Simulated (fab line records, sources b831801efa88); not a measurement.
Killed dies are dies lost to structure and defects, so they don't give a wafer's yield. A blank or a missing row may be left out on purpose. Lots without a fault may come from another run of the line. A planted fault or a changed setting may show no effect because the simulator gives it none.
fab line records | flow gf180mcu
record lots=5 wafers=15 last_day=35
route steps=602 shown STI@19 DNWELL@32 NWELL@42 LVPWELL@54 MVSD@66
lots that met no fault: from a run of the same line without faults
start_h: hours from the record's first day to the start of the lot's first wafer shown | wait_h: hours since the lot's step before | " the same as in the row above | L1.1+2: a row that stands for several wafers | - no value, or no start given | * or withheld: withheld | < > ~ a bound
route shown NAME@n: a module of which the file shows steps, and the number in the route of the first | usual: mean/standard deviation of fault-free wafers | same: alike in all rows | chamber/n: place in a boat | sites: the reading at each site | _std_site: their standard deviation | _edge_site: outer sites' mean less inner sites' | radius_mm: how far each site lies from the wafer's centre | mask NAME#n: copy n | behind: the tool/chamber that last shaped the wafer | hold: why the lot was held/for how many hours/how that ended | device: the transistor (n, p or np) that didn't switch | end of line: the same wafers' tests at the end of the route | a step without rows: its recipe alone | killed: dies lost to structure and defects at the first sort, not the wafer's yield | map: a wafer's dies, x killed, . not, _ none there
set.NAME: the setting as run; set.NAME@STEP: as run at that earlier step | model.NAME: the simulator's own value behind a step, which no gauge read
lots at some steps of the route; a table a step, a row a wafer
services: from which hour (start_h, from the record's first day; less than 0 if before it) a tool's chamber was out of use, for how many hours, and why
## steps
# step GF_STI_CLEAN_18
# recipe chemistry=SC1/SC2 mix=1:4:20 temp_c=70 time_s=150
# columns lot.wafer tool chamber start_h wait_h
L077.2+3+5 wet_bench-02 1 41.00 0.0
L078.2+4+5 wet_bench-02 1 46.60 0.0
L092.1+5+6 wet_bench-03 2 119.85 0.0
L093.1+4+5 wet_bench-04 2 124.11 0.0
L097.1+4+5 wet_bench-02 0 144.80 0.0
# step GF_STI_CLEAN_19
# recipe chemistry=dHF time_s=20 dilution=100:1
# columns lot.wafer tool chamber start_h wait_h
L077.2+3+5 wet_bench-03 3 41.05 0.0
L078.2+4+5 wet_bench-04 0 46.65 0.0
L092.1+5+6 wet_bench-02 3 119.90 0.0
L093.1+4+5 wet_bench-03 2 124.16 0.0
L097.1+4+5 wet_bench-03 2 144.85 0.0
# step GF_STI_WET_ETCH_20
# recipe chemistry=dHF dilution=100:1 target_depth_nm=20 temp_c=25 dry=ipa_marangoni target=SiO2 time_s=400
# columns lot.wafer tool chamber start_h wait_h
L077.2+3+5 wet_bench-04 1 41.06 0.0
L078.2+4+5 wet_bench-03 1 46.66 0.0
L092.1+5+6 wet_bench-04 3 119.92 0.0
L093.1+4+5 wet_bench-04 3 124.18 0.0
L097.1+4+5 wet_bench-02 1 144.86 0.0
# step GF_STI_OXIDATION_21
# recipe temp_c=1000 ambient=O2 stabilise_s=600 purge_s=300 target_thk_a=150 ox_time_s=458
# usual ox_temp_c=1000.0/0.42 zone_power_lower_pct=22.5/1.6
# same ox_time_s=458
# columns lot.wafer tool chamber start_h wait_h ox_temp_c zone_power_lower_pct
L077.2 furnace-02 0 43.82 2.6 999.9 21.5
L077.3 " 0 " " 1000.0 21.3
L077.5 " 0 " " 999.8 21.4
L078.2 furnace-02 0 50.80 4.0 999.3 21.4
L078.4 " 0 " " 999.2 21.4
L078.5 " 0 " " 999.6 21.4
L092.1 furnace-02 0 121.26 1.2 1000.4 21.3
L092.5 " 0 " " 1001.2 21.6
L092.6 " 0 " " 1001.1 21.7
L093.1 furnace-02 0 125.18 0.9 1000.0 21.0
L093.4 " 0 " " 999.7 21.3
L093.5 " 0 " " 999.8 20.9
L097.1 furnace-02 0 148.21 3.2 1000.1 20.8
L097.4 " 0 " " 999.7 21.6
L097.5 " 0 " " 999.8 21.3
# step GF_STI_THK_MEAS_22
# recipe reads=SiO2_of_STI_OXIDATION_21
# usual STI_OXIDATION_01_THK=15.0/0.32
# columns lot.wafer tool chamber start_h wait_h STI_OXIDATION_01_THK[nm]
L077.2 film_metro-02 - 44.96 0.0 14.6
L077.3 " - " " 14.5
L077.5 " - " " 14.8
L078.2 film_metro-03 - 51.94 0.0 14.5
L078.4 " - " " 14.6
L078.5 " - " " 14.5
L092.1 film_metro-03 - 122.39 0.0 15.2
L092.5 " - " " 15.3
L092.6 " - " " 15.7
L093.1 film_metro-02 - 126.31 0.0 15.3
L093.4 " - " " 15.2
L093.5 " - " " 15.0
L097.1 film_metro-02 - 149.33 0.0 14.9
L097.4 " - " " 15.0
L097.5 " - " " 14.6
# step GF_STI_CVD_23
# recipe material=SiO2 target_thk_nm=650 sigma_open_frac=0.3 time_s=108.3 temp_c=600 sih4_flow_sccm=60 pressure_mtorr=6
# columns lot.wafer tool chamber start_h wait_h
L077.2+3+5 hdpcvd-02 1,0,1 45.01 0.0
L078.2+4+5 hdpcvd-01 0,0,1 51.99 0.0
L092.1+5+6 hdpcvd-01 2,2,1 122.45 0.1
L093.1+4+5 hdpcvd-02 0,2,0 126.37 0.1
L097.1+4+5 hdpcvd-02 2,2,1 149.39 0.1
# step GF_STI_THK_MEAS_24
# recipe reads=SiO2_of_STI_CVD_23
# usual STI_CVD_23_THK=645/6.1
# columns lot.wafer tool chamber start_h wait_h STI_CVD_23_THK[nm]
L077.2 film_metro-01 - 45.10 0.0 650
L077.3 " - " " 648
L077.5 " - " " 645
L078.2 film_metro-01 - 52.08 0.0 645
L078.4 " - " " 650
L078.5 " - " " 643
L092.1 film_metro-02 - 122.53 0.0 650
L092.5 " - " " 653
L092.6 " - " " 650
L093.1 film_metro-01 - 126.44 0.0 645
L093.4 " - " " 642
L093.5 " - " " 645
L097.1 film_metro-03 - 149.47 0.0 635
L097.4 " - " " 644
L097.5 " - " " 643
# step GF_STI_CMP_25
# recipe stop_on=Si3N4 t_overpolish_s=33 down_force_psi=4 platen_rpm=60 target_thk_nm=524.6 pad_velocity_m_s=0.94248
# usual motor_current_A=12.1/1.1 overpolish_run_s=33.001/0.0088 slurry_filter_dp_kPa=13.49/0.16 time_to_endpoint_s=121/6.4
# columns lot.wafer tool chamber start_h wait_h motor_current_A overpolish_run_s slurry_filter_dp_kPa time_to_endpoint_s
L077.3 cmp-01 2 45.50 0.4 10.6 32.999 13.17 130
L077.2 " 0 " " 11.3 33.000 13.49 136
L077.5 " 2 " " 10.5 33.009 13.33 128
L078.4 cmp-01 3 52.13 0.0 13.2 33.012 13.55 137
L078.2 " 1 " " 12.4 33.012 13.27 132
L078.5 " 0 " " 11.4 33.004 13.52 131
L092.1 cmp-01 0 122.64 0.1 11.3 33.004 13.48 122
L092.6 " 3 " " 13.7 32.990 13.27 117
L092.5 " 0 " " 11.1 33.002 13.36 123
L093.1 cmp-02 2 126.50 0.1 10.6 32.983 13.40 123
L093.4 " 3 " " 12.1 32.986 13.11 122
L093.5 " 3 " " 12.0 33.004 13.48 121
L097.4 cmp-01 2 149.53 0.0 11.3 33.010 13.43 111
L097.1 " 3 " " 13.5 32.998 13.60 115
L097.5 " 2 " " 11.3 33.010 13.26 116
# step GF_STI_WET_ETCH_26
# recipe chemistry=dHF target_depth_nm=94 target=SiO2 temp_c=25 dilution=10:1 time_s=188
# columns lot.wafer tool chamber start_h wait_h
L077.2+3+5 wet_bench-02 1 45.79 0.1
L078.2+4+5 wet_bench-04 3 52.43 0.1
L092.1+5+6 wet_bench-04 2 122.89 0.2
L093.1+4+5 wet_bench-02 2 126.80 0.2
L097.1+4+5 wet_bench-03 0 149.83 0.2
# step GF_STI_WET_ETCH_27
# recipe chemistry=H3PO4 target_depth_nm=160 target=Si3N4 temp_c=160 time_s=1825
# columns lot.wafer tool chamber start_h wait_h
L077.2+3+5 wet_bench-02 0 45.95 0.1
L078.2+4+5 wet_bench-02 1 52.49 0.0
L092.1+5+6 wet_bench-02 3 122.95 0.0
L093.1+4+5 wet_bench-03 1 126.86 0.0
L097.1+4+5 wet_bench-04 3 149.89 0.0
# step GF_STI_WET_ETCH_28
# recipe chemistry=dHF target_depth_nm=20 dry=ipa_marangoni target=SiO2 temp_c=25 dilution=10:1 time_s=40
# columns lot.wafer tool chamber start_h wait_h
L077.2+3+5 wet_bench-02 0 46.46 0.0
L078.2+4+5 wet_bench-03 2 53.00 0.0
L092.1+5+6 wet_bench-03 1 123.46 0.0
L093.1+4+5 wet_bench-04 1 127.38 0.0
L097.1+4+5 wet_bench-04 1 150.45 0.0
# step GF_STI_OXIDATION_29
# recipe temp_c=900 ambient=O2 stabilise_s=600 purge_s=300 target_thk_a=100 ox_time_s=1418
# usual ox_temp_c=900.0/0.39 zone_power_lower_pct=18.1/1.4
# same ox_time_s=1418
# columns lot.wafer tool chamber start_h wait_h ox_temp_c zone_power_lower_pct
L077.2 furnace-01 0 50.00 3.5 899.9 19.4
L077.3 " 0 " " 899.5 19.8
L077.5 " 0 " " 899.6 19.9
L078.2 furnace-01 0 53.02 0.0 900.0 19.7
L078.4 " 0 " " 900.9 19.3
L078.5 " 0 " " 899.8 19.6
L092.1 furnace-02 0 123.78 0.3 899.6 16.9
L092.5 " 0 " " 900.3 16.5
L092.6 " 0 " " 899.5 16.9
L093.1 furnace-02 0 127.88 0.5 900.6 16.7
L093.4 " 0 " " 900.3 16.8
L093.5 " 0 " " 900.2 16.8
L097.1 furnace-01 0 151.20 0.7 899.8 19.5
L097.4 " 0 " " 900.2 19.8
L097.5 " 0 " " 899.8 19.7
# step GF_STI_THK_MEAS_30
# recipe reads=SiO2_of_STI_OXIDATION_29
# usual STI_OXIDATION_02_THK=9.98/0.17
# columns lot.wafer tool chamber start_h wait_h STI_OXIDATION_02_THK[nm]
L077.2 film_metro-03 - 51.41 0.0 10.00
L077.3 " - " " 9.94
L077.5 " - " " 10.33
L078.2 film_metro-01 - 54.43 0.0 10.02
L078.4 " - " " 9.92
L078.5 " - " " 10.03
L092.1 film_metro-01 - 125.18 0.0 9.86
L092.5 " - " " 9.92
L092.6 " - " " 9.86
L093.1 film_metro-03 - 129.27 0.0 10.19
L093.4 " - " " 10.16
L093.5 " - " " 9.82
L097.1 film_metro-03 - 152.60 0.0 9.94
L097.4 " - " " 10.11
L097.5 " - " " 9.66
# step GF_DNWELL_DEHYDRATE_00
# recipe temp_c=200 time_s=60
# columns lot.wafer tool chamber start_h wait_h
L077.2+3+5 litho_track-04 0 57.22 5.8
L078.2+4+5 litho_track-02 0 60.59 6.2
L092.1+5+6 litho_track-02 0 131.81 6.6
L093.1+4+5 litho_track-02 0 136.31 7.0
L097.1+4+5 litho_track-02 0 160.41 7.8
# step GF_DNWELL_HMDS_01
# recipe prime_time_s=60 prime_temp_c=120
# columns lot.wafer tool chamber start_h wait_h
L077.2+3+5 litho_track-04 0 57.37 0.1
L078.2+4+5 litho_track-02 0 60.74 0.1
L092.1+5+6 litho_track-02 0 131.96 0.1
L093.1+4+5 litho_track-02 0 136.46 0.1
L097.1+4+5 litho_track-02 0 160.56 0.1
# step GF_DNWELL_COAT_02
# recipe spin_rpm=2000 resist_thk_nm=3000
# columns lot.wafer tool chamber start_h wait_h
L077.2+3+5 litho_track-04 0 57.52 0.1
L078.2+4+5 litho_track-02 0 60.89 0.1
L092.1+5+6 litho_track-02 0 132.11 0.1
L093.1+4+5 litho_track-02 0 136.61 0.1
L097.1+4+5 litho_track-02 0 160.71 0.1
# step GF_DNWELL_SOFTBAKE_03
# recipe temp_c=110 time_s=withheld
# columns lot.wafer tool chamber start_h wait_h
L077.2+3+5 litho_track-04 0 57.68 0.1
L078.2+4+5 litho_track-02 0 61.05 0.1
L092.1+5+6 litho_track-02 0 132.26 0.1
L093.1+4+5 litho_track-02 0 136.76 0.1
L097.1+4+5 litho_track-02 0 160.86 0.1
# step GF_DNWELL_EXPOSE_04
# recipe mask_id=DNWELL target_cd_nm=1700 na=0.6 source_shape=conventional sigma_outer=0.6 dose_mj=260
# columns lot.wafer tool chamber start_h wait_h mask
L077.2+3+5 iline_stepper-02 0 - - DNWELL#0
L078.2+4+5 iline_stepper-02 0 - - DNWELL#0
L092.1+5+6 iline_stepper-01 0 - - DNWELL#0
L093.1+4+5 iline_stepper-02 0 - - DNWELL#0
L097.1+4+5 iline_stepper-02 0 - - DNWELL#0
# step GF_DNWELL_PEB_05
# recipe temp_c=115 time_s=withheld
# columns lot.wafer tool chamber start_h wait_h
L077.2+3+5 litho_track-02 0 - -
L078.2+4+5 litho_track-03 0 - -
L092.1+5+6 litho_track-03 0 - -
L093.1+4+5 litho_track-02 0 - -
L097.1+4+5 litho_track-02 0 - -
# step GF_DNWELL_DEVELOP_06
# recipe wall_angle_deg=90 develop_time_s=60 dev_temp_c=23
# columns lot.wafer tool chamber start_h wait_h
L077.2+3+5 litho_track-02 0 - -
L078.2+4+5 litho_track-03 0 - -
L092.1+5+6 litho_track-03 0 - -
L093.1+4+5 litho_track-02 0 - -
L097.1+4+5 litho_track-02 0 - -
# step GF_DNWELL_IMPLANT_07
# recipe species=P energy_kev=1500 dose_cm2=1e+13 tilt_deg=0
# same implant_ion_amu=31
# columns lot.wafer tool chamber start_h wait_h
L077.2+3+5 implanter-04 0 64.59 -
L078.2+4+5 implanter-01 0 67.89 -
L092.1+5+6 implanter-04 0 140.07 -
L093.1+4+5 implanter-03 0 144.41 -
L097.1+4+5 implanter-04 0 168.76 -
# step GF_DNWELL_STRIP_08
# recipe chemistry=O2/N2 power_w=1400 pressure_mtorr=1500 platen_temp_c=250 o2_flow_sccm=3000 n2_flow_sccm=300 overash_fraction=0.5
# usual drypump_motor_current_A=5.5/0.44 heater_power_w=356/37 oes_product_au=0.722/0.0045 platen_temp_c=250.01/0.17 strip_time_to_endpoint_s=36.97/0.11
# columns lot.wafer tool chamber start_h wait_h drypump_motor_current_A heater_power_w oes_product_au platen_temp_c rf_hours_counter_h strip_time_to_endpoint_s
L077.2 plasma_asher-03 1 64.71 0.1 4.8 309 0.718 249.82 41 37.00
L077.3 " 1 " " 4.8 296 0.723 250.42 - 37.10
L077.5 " 1 " " 4.9 300 0.724 250.13 - 37.14
L078.2 plasma_asher-04 0 68.02 0.1 5.1 350 0.725 250.03 26 37.15
L078.4 " 0 " " 5.1 348 0.720 249.92 - 36.91
L078.5 " 0 " " 5.1 352 0.723 249.88 - 36.99
L092.1 plasma_asher-02 1 140.22 0.1 5.9 334 0.718 249.92 2 37.09
L092.5 " 1 " " 5.9 326 0.719 249.94 - 37.04
L092.6 " 0 " " 5.6 317 0.719 249.98 - 37.05
L093.1 plasma_asher-03 1 144.56 0.1 4.9 296 0.722 249.82 50 36.83
L093.4 " 0 " " 6.0 400 0.717 249.81 - 36.86
L093.5 " 1 " " 4.8 295 0.718 250.03 - 36.98
L097.1 plasma_asher-04 0 168.91 0.1 5.1 350 0.726 249.64 35 36.85
L097.4 " 0 " " 5.1 349 0.723 249.96 - 36.84
L097.5 " 1 " " 5.6 388 0.724 249.78 - 36.85
# step GF_DNWELL_TW_MEAS_09
# usual DNWELL_TW=1353/13
# columns lot.wafer tool chamber start_h wait_h DNWELL_TW
L077.2 film_metro-04 - 64.82 0.1 1370
L077.3 " - " " 1369
L077.5 " - " " 1371
L078.2 film_metro-01 - 68.13 0.1 1346
L078.4 " - " " 1349
L078.5 " - " " 1346
L092.1 film_metro-02 - 140.32 0.1 1341
L092.5 " - " " 1341
L092.6 " - " " 1337
L093.1 film_metro-02 - 144.66 0.1 1339
L093.4 " - " " 1345
L093.5 " - " " 1347
L097.1 film_metro-04 - 169.01 0.1 1367
L097.4 " - " " 1357
L097.5 " - " " 1366
# step GF_NWELL_DEHYDRATE_00
# recipe temp_c=200 time_s=60
# columns lot.wafer tool chamber start_h wait_h
L077.2+3+5 litho_track-04 0 70.37 5.5
L078.2+4+5 litho_track-01 0 73.88 5.7
L092.1+5+6 litho_track-01 0 147.31 7.0
L093.1+4+5 litho_track-01 0 151.46 6.8
L097.1+4+5 litho_track-01 0 176.76 7.7
# step GF_NWELL_HMDS_01
# recipe prime_time_s=60 prime_temp_c=120
# columns lot.wafer tool chamber start_h wait_h
L077.2+3+5 litho_track-04 0 70.52 0.1
L078.2+4+5 litho_track-01 0 74.03 0.1
L092.1+5+6 litho_track-01 0 147.46 0.1
L093.1+4+5 litho_track-01 0 151.61 0.1
L097.1+4+5 litho_track-01 0 176.91 0.1
# step GF_NWELL_COAT_02
# recipe spin_rpm=2000 resist_thk_nm=3000
# columns lot.wafer tool chamber start_h wait_h
L077.2+3+5 litho_track-04 0 70.67 0.1
L078.2+4+5 litho_track-01 0 74.18 0.1
L092.1+5+6 litho_track-01 0 147.61 0.1
L093.1+4+5 litho_track-01 0 151.76 0.1
L097.1+4+5 litho_track-01 0 177.06 0.1
# step GF_NWELL_SOFTBAKE_03
# recipe temp_c=110 time_s=withheld
# columns lot.wafer tool chamber start_h wait_h
L077.2+3+5 litho_track-04 0 70.83 0.1
L078.2+4+5 litho_track-01 0 74.34 0.1
L092.1+5+6 litho_track-01 0 147.76 0.1
L093.1+4+5 litho_track-01 0 151.91 0.1
L097.1+4+5 litho_track-01 0 177.21 0.1
# step GF_NWELL_EXPOSE_04
# recipe mask_id=Nwell target_cd_nm=860 na=0.6 source_shape=conventional sigma_outer=0.6 dose_mj=260
# columns lot.wafer tool chamber start_h wait_h mask
L077.2+3+5 iline_stepper-01 0 - - Nwell#0
L078.2+4+5 iline_stepper-02 0 - - Nwell#0
L092.1+5+6 iline_stepper-01 0 - - Nwell#0
L093.1+4+5 iline_stepper-02 0 - - Nwell#0
L097.1+4+5 iline_stepper-01 0 - - Nwell#0
# step GF_NWELL_PEB_05
# recipe temp_c=115 time_s=withheld
# columns lot.wafer tool chamber start_h wait_h
L077.2+3+5 litho_track-04 0 - -
L078.2+4+5 litho_track-01 0 - -
L092.1+5+6 litho_track-02 0 - -
L093.1+4+5 litho_track-02 0 - -
L097.1+4+5 litho_track-04 0 - -
# step GF_NWELL_DEVELOP_06
# recipe wall_angle_deg=90 develop_time_s=60 dev_temp_c=23
# columns lot.wafer tool chamber start_h wait_h
L077.2+3+5 litho_track-04 0 - -
L078.2+4+5 litho_track-01 0 - -
L092.1+5+6 litho_track-02 0 - -
L093.1+4+5 litho_track-02 0 - -
L097.1+4+5 litho_track-04 0 - -
# step GF_NWELL_OVL_MEAS_07
# usual NWELL_OVL=1.0/1.2
# columns lot.wafer tool chamber start_h wait_h NWELL_OVL[nm]
L077.2 overlay-01 - 78.15 - -0.6
L077.3 " - " " -0.8
L077.5 " - " " 0.7
L078.2 overlay-01 - 81.37 - -0.8
L078.4 " - " " 0.6
L078.5 " - " " -0.9
L092.1 overlay-02 - 155.61 - 1.1
L092.5 " - " " 0.4
L092.6 " - " " -0.1
L093.1 overlay-02 - 160.41 - 0.3
L093.4 " - " " 3.5
L093.5 " - " " 2.6
L097.1 overlay-01 - 186.04 - 1.1
L097.4 " - " " 3.5
L097.5 " - " " 2.2
# step GF_NWELL_IMPLANT_08
# recipe species=P energy_kev=450 dose_cm2=1.5e+13 tilt_deg=0
# same implant_ion_amu=31
# columns lot.wafer tool chamber start_h wait_h
L077.2+3+5 implanter-04 0 78.20 0.0
L078.2+4+5 implanter-03 0 81.42 0.0
L092.1+5+6 implanter-02 0 155.65 0.0
L093.1+4+5 implanter-04 0 160.45 0.0
L097.1+4+5 implanter-03 0 186.08 0.0
# step GF_NWELL_IMPLANT_09
# recipe species=P energy_kev=160 dose_cm2=4e+12 tilt_deg=0
# same implant_ion_amu=31
# columns lot.wafer tool chamber start_h wait_h
L077.2+3+5 implanter-04 0 78.35 0.1
L078.2+4+5 implanter-03 0 81.57 0.1
L092.1+5+6 implanter-02 0 155.80 0.1
L093.1+4+5 implanter-04 0 160.60 0.1
L097.1+4+5 implanter-03 0 186.23 0.1
# step GF_NWELL_STRIP_10
# recipe chemistry=O2/N2 power_w=1400 pressure_mtorr=1500 platen_temp_c=250 o2_flow_sccm=3000 n2_flow_sccm=300 overash_fraction=0.5
# usual drypump_motor_current_A=5.7/0.37 heater_power_w=338/33 oes_product_au=0.723/0.0047 platen_temp_c=249.97/0.17 strip_time_to_endpoint_s=36.96/0.11
# columns lot.wafer tool chamber start_h wait_h drypump_motor_current_A heater_power_w oes_product_au platen_temp_c rf_hours_counter_h strip_time_to_endpoint_s
L077.2 plasma_asher-03 0 78.48 0.1 6.0 400 0.721 250.00 42 37.07
L077.3 " 0 " " 6.0 401 0.718 250.03 - 37.07
L077.5 " 0 " " 6.0 410 0.720 250.30 - 37.05
L078.2 plasma_asher-01 0 81.70 0.1 5.9 314 0.725 249.89 40 36.96
L078.4 " 0 " " 5.9 311 0.730 249.90 - 36.96
L078.5 " 1 " " 5.7 358 0.727 250.25 - 36.92
L092.1 plasma_asher-03 0 155.95 0.1 6.0 406 0.723 249.93 51 37.03
L092.5 " 0 " " 6.0 403 0.733 250.04 - 37.03
L092.6 " 1 " " 4.9 300 0.723 250.12 - 36.90
L093.1 plasma_asher-03 0 160.75 0.1 6.0 412 0.734 249.63 51 36.91
L093.4 " 1 " " 4.9 303 0.718 250.10 - 36.81
L093.5 " 1 " " 4.8 304 0.724 249.79 - 36.91
L097.1 plasma_asher-03 1 186.38 0.1 4.8 301 0.725 250.05 54 36.84
L097.4 " 1 " " 4.8 300 0.719 250.09 - 36.94
L097.5 " 0 " " 6.0 395 0.716 249.98 - 36.90
# step GF_NWELL_TW_MEAS_11
# usual NWELL_TW=1581/13
# columns lot.wafer tool chamber start_h wait_h NWELL_TW
L077.2 film_metro-01 - 78.59 0.1 1576
L077.3 " - " " 1577
L077.5 " - " " 1582
L078.2 film_metro-03 - 81.81 0.1 1569
L078.4 " - " " 1570
L078.5 " - " " 1569
L092.1 film_metro-03 - 156.05 0.1 1572
L092.5 " - " " 1568
L092.6 " - " " 1570
L093.1 film_metro-01 - 160.85 0.1 1593
L093.4 " - " " 1592
L093.5 " - " " 1594
L097.1 film_metro-03 - 186.48 0.1 1567
L097.4 " - " " 1568
L097.5 " - " " 1567
# step GF_LVPWELL_DEHYDRATE_00
# recipe temp_c=200 time_s=60
# columns lot.wafer tool chamber start_h wait_h
L077.2+3+5 litho_track-02 0 84.69 6.1
L078.2+4+5 litho_track-03 0 88.39 6.6
L092.1+5+6 litho_track-03 0 163.06 7.0
L093.1+4+5 litho_track-01 0 168.31 7.5
L097.1+4+5 litho_track-03 0 194.46 8.0
# step GF_LVPWELL_HMDS_01
# recipe prime_time_s=60 prime_temp_c=120
# columns lot.wafer tool chamber start_h wait_h
L077.2+3+5 litho_track-02 0 84.84 0.1
L078.2+4+5 litho_track-03 0 88.54 0.1
L092.1+5+6 litho_track-03 0 163.21 0.1
L093.1+4+5 litho_track-01 0 168.46 0.1
L097.1+4+5 litho_track-03 0 194.61 0.1
# step GF_LVPWELL_COAT_02
# recipe spin_rpm=2000 resist_thk_nm=3000
# columns lot.wafer tool chamber start_h wait_h
L077.2+3+5 litho_track-02 0 84.99 0.1
L078.2+4+5 litho_track-03 0 88.69 0.1
L092.1+5+6 litho_track-03 0 163.36 0.1
L093.1+4+5 litho_track-01 0 168.61 0.1
L097.1+4+5 litho_track-03 0 194.76 0.1
# step GF_LVPWELL_SOFTBAKE_03
# recipe temp_c=110 time_s=withheld
# columns lot.wafer tool chamber start_h wait_h
L077.2+3+5 litho_track-02 0 85.14 0.1
L078.2+4+5 litho_track-03 0 88.85 0.1
L092.1+5+6 litho_track-03 0 163.51 0.1
L093.1+4+5 litho_track-01 0 168.76 0.1
L097.1+4+5 litho_track-03 0 194.91 0.1
# step GF_LVPWELL_EXPOSE_04
# recipe mask_id=LVPWELL target_cd_nm=600 na=0.6 source_shape=conventional sigma_outer=0.6 dose_mj=260
# columns lot.wafer tool chamber start_h wait_h mask
L077.2+3+5 iline_stepper-01 0 - - LVPWELL#0
L078.2+4+5 iline_stepper-01 0 - - LVPWELL#0
L092.1+5+6 iline_stepper-01 0 - - LVPWELL#0
L093.1+4+5 iline_stepper-02 0 - - LVPWELL#0
L097.1+4+5 iline_stepper-01 0 - - LVPWELL#0
# step GF_LVPWELL_PEB_05
# recipe temp_c=115 time_s=withheld
# columns lot.wafer tool chamber start_h wait_h
L077.2+3+5 litho_track-02 0 - -
L078.2+4+5 litho_track-02 0 - -
L092.1+5+6 litho_track-01 0 - -
L093.1+4+5 litho_track-03 0 - -
L097.1+4+5 litho_track-01 0 - -
# step GF_LVPWELL_DEVELOP_06
# recipe wall_angle_deg=90 develop_time_s=60 dev_temp_c=23
# columns lot.wafer tool chamber start_h wait_h
L077.2+3+5 litho_track-02 0 - -
L078.2+4+5 litho_track-02 0 - -
L092.1+5+6 litho_track-01 0 - -
L093.1+4+5 litho_track-03 0 - -
L097.1+4+5 litho_track-01 0 - -
# step GF_LVPWELL_OVL_MEAS_07
# usual LVPWELL_OVL=-0.3/1.3
# columns lot.wafer tool chamber start_h wait_h LVPWELL_OVL[nm]
L077.2 overlay-01 - 91.62 - -0.2
L077.3 " - " " 1.0
L077.5 " - " " 1.4
L078.2 overlay-02 - 95.72 - -0.3
L078.4 " - " " 0.6
L078.5 " - " " 0.4
L092.1 overlay-02 - 171.81 - -0.6
L092.5 " - " " 1.2
L092.6 " - " " 0.2
L093.1 overlay-01 - 177.61 - -0.8
L093.4 " - " " -1.3
L093.5 " - " " 0.3
L097.1 overlay-02 - 203.66 - -0.8
L097.4 " - " " 0.1
L097.5 " - " " 2.0
# step GF_LVPWELL_IMPLANT_08
# recipe species=B energy_kev=170 dose_cm2=1.5e+13 tilt_deg=0
# same implant_ion_amu=11
# columns lot.wafer tool chamber start_h wait_h
L077.2+3+5 implanter-02 0 91.67 0.0
L078.2+4+5 implanter-04 0 95.77 0.0
L092.1+5+6 implanter-04 0 171.84 0.0
L093.1+4+5 implanter-02 0 177.65 0.0
L097.1+4+5 implanter-02 0 203.69 0.0
# step GF_LVPWELL_IMPLANT_09
# recipe species=B energy_kev=60 dose_cm2=5e+12 tilt_deg=0
# same implant_ion_amu=11
# columns lot.wafer tool chamber start_h wait_h
L077.2+3+5 implanter-02 0 91.82 0.1
L078.2+4+5 implanter-04 0 95.92 0.1
L092.1+5+6 implanter-04 0 171.99 0.1
L093.1+4+5 implanter-02 0 177.80 0.1
L097.1+4+5 implanter-02 0 203.84 0.1
# step GF_LVPWELL_STRIP_10
# recipe chemistry=O2/N2 power_w=1400 pressure_mtorr=1500 platen_temp_c=250 o2_flow_sccm=3000 n2_flow_sccm=300 overash_fraction=0.5
# usual drypump_motor_current_A=5.5/0.39 heater_power_w=350/35 oes_product_au=0.723/0.0049 platen_temp_c=249.98/0.18 strip_time_to_endpoint_s=36.91/0.088
# columns lot.wafer tool chamber start_h wait_h drypump_motor_current_A heater_power_w oes_product_au platen_temp_c rf_hours_counter_h strip_time_to_endpoint_s
L077.2 plasma_asher-03 0 91.95 0.1 6.0 403 0.729 250.12 43 36.93
L077.3 " 1 " " 4.9 306 0.718 249.88 - 36.89
L077.5 " 0 " " 6.0 398 0.724 249.88 - 36.90
L078.2 plasma_asher-01 0 96.05 0.1 5.9 306 0.724 249.81 42 36.84
L078.4 " 0 " " 5.9 305 0.723 250.00 - 36.85
L078.5 " 0 " " 5.9 300 0.723 249.97 - 36.84
L092.1 plasma_asher-03 0 172.14 0.1 6.0 402 0.727 249.64 53 36.74
L092.5 " 1 " " 4.9 306 0.720 249.99 - 36.86
L092.6 " 0 " " 6.0 402 0.716 249.89 - 36.77
L093.1 plasma_asher-04 1 177.95 0.1 5.6 378 0.728 250.20 36 36.95
L093.4 " 1 " " 5.6 391 0.716 249.96 - 36.90
L093.5 " 1 " " 5.6 377 0.723 249.89 - 36.86
L097.1 plasma_asher-04 1 203.99 0.1 5.6 395 0.711 249.97 39 36.90
L097.4 " 0 " " 5.1 364 0.727 250.14 - 36.91
L097.5 " 1 " " 5.6 384 0.714 249.81 - 36.91
# step GF_LVPWELL_TW_MEAS_11
# usual LVPWELL_TW=564/5
# columns lot.wafer tool chamber start_h wait_h LVPWELL_TW
L077.2 film_metro-04 - 92.06 0.1 566
L077.3 " - " " 566
L077.5 " - " " 568
L078.2 film_metro-03 - 96.16 0.1 560
L078.4 " - " " 559
L078.5 " - " " 563
L092.1 film_metro-04 - 172.24 0.1 566
L092.5 " - " " 563
L092.6 " - " " 568
L093.1 film_metro-04 - 178.05 0.1 569
L093.4 " - " " 567
L093.5 " - " " 567
L097.1 film_metro-04 - 204.09 0.1 568
L097.4 " - " " 572
L097.5 " - " " 566
# step GF_MVSD_DEHYDRATE_00
# recipe temp_c=200 time_s=60
# columns lot.wafer tool chamber start_h wait_h
L077.2+3+5 litho_track-01 0 98.18 6.1
L078.2+4+5 litho_track-03 0 103.34 7.2
L092.1+5+6 litho_track-04 0 179.79 7.5
L093.1+4+5 litho_track-01 0 185.91 7.8
L097.1+4+5 litho_track-04 0 212.69 8.6
# step GF_MVSD_HMDS_01
# recipe prime_time_s=60 prime_temp_c=120
# columns lot.wafer tool chamber start_h wait_h
L077.2+3+5 litho_track-01 0 98.33 0.1
L078.2+4+5 litho_track-03 0 103.49 0.1
L092.1+5+6 litho_track-04 0 179.94 0.1
L093.1+4+5 litho_track-01 0 186.06 0.1
L097.1+4+5 litho_track-04 0 212.84 0.1
## services
# columns tool chamber start_h hours kind
cmp-01 - 28.30 4.2 pm
implanter-04 - 28.48 3.4 pm
implanter-04 - 37.98 6.5 repair
iline_stepper-01 - 40.16 8.9 pm
cmp-01 - 42.08 0.4 repair
cmp-01 - 48.47 2.3 repair
iline_stepper-02 - 49.60 1.7 pm
implanter-03 - 50.83 4.4 pm
implanter-04 - 60.82 3.7 pm
cmp-01 - 64.06 4.0 pm
cmp-01 - 64.56 0.5 repair
furnace-02 - 78.05 3.8 pm
cmp-01 - 85.58 4.4 repair
wet_bench-04 - 103.20 3.7 repair
plasma_asher-04 - 108.13 2.8 pm
plasma_asher-04 - 111.17 0.9 repair
furnace-02 - 132.35 5.2 repair
plasma_asher-04 - 140.11 7.9 repair
iline_stepper-01 - 156.24 1.7 pm
implanter-02 - 158.57 2.7 repair
implanter-02 - 161.27 13.3 pm
furnace-02 - 179.74 3.1 pm
implanter-02 - 183.77 5.2 repair
plasma_asher-04 - 207.02 4.6 repair
## key
fault none
